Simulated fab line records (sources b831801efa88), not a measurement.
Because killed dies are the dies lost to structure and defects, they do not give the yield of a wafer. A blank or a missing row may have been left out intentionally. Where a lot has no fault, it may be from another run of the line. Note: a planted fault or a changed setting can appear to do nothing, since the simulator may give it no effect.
Which tool is to blame? ; flow sky130 ; 18 wafers from 6 lots sampled at 3 of the route's 708 steps

WHAT THE GAUGES SHOWED, per wafer
SKY_LDD_HVP_TW_MEAS_10.
lot;measured;on;LDD_HVP_TW
L410;day 23 19:52;filmMetro-04;450 450 450
L414;day 24 15:15;filmMetro-04;364 363 364
L416;day 25 07:15;filmMetro-04;365 364 364
L425;day 28 15:04;filmMetro-04;450 447 448
L427;day 29 05:18;filmMetro-01;472 475 469
L429;day 29 12:12;filmMetro-03;458 457 454

WHICH TOOL RAN EACH LOT (tool, then ch and the chambers of the sampled wafers, then the start)
lot;SKY_POLY_GATE_ETCH_15;SKY_LDD_HVP_IMPLANT_08
L410;rieDiel-02 ch 0,3, day 18 05:50;implanter-01 ch 0, day 23 19:39
L414;rieDiel-03 ch 2,3, day 19 12:05;implanter-01 ch 0, day 24 15:00
L416;rieDiel-02 ch 1,2,3, day 20 03:34;implanter-01 ch 0, day 25 07:00
L425;rieDiel-01 ch 0,2, day 23 14:01;implanter-03 ch 0, day 28 14:49
L427;rieDiel-03 ch 0,1,3, day 24 05:51;implanter-03 ch 0, day 29 05:03
L429;rieDiel-03 ch 1,2,3, day 24 12:52;implanter-01 ch 0, day 29 11:57
- SKY_POLY_GATE_ETCH_15: etches BARC in N2/H2, stops on SiO2, time 118.5 s, target depth 110 nm.
- SKY_LDD_HVP_IMPLANT_08

THE ANSWER, worked out from the rows above alone
Rule: usual is defined by the lots themselves. Put in order of their means at a reading, lots are off if they are a third of the lots or fewer, leave a main group of 4 or more, and stand apart from it by a gap of 3 or more times the standard deviation of the main group's means; of several such gaps the widest counts. Not used: any main group whose means are identical at the precision the tables above print for the reading. Also off: a lot with no number at a reading for which 4 or more lots have one. Any other lot the step has rows for is counted as sound.
Off: L414, L416, seen at SKY_LDD_HVP_TW_MEAS_10 (LDD_HVP_TW). For the main group the mean is 457 and the standard deviation 9.3.
A tool fits if, at a process step before that reading, it ran every lot that is off, and no sound lot after the first of them. Gauges at SKY_LDD_HVP_TW_MEAS_10: tried the same way as those tools. Of those tried, none fits.

WHAT THE SIMULATOR HAD INSERTED
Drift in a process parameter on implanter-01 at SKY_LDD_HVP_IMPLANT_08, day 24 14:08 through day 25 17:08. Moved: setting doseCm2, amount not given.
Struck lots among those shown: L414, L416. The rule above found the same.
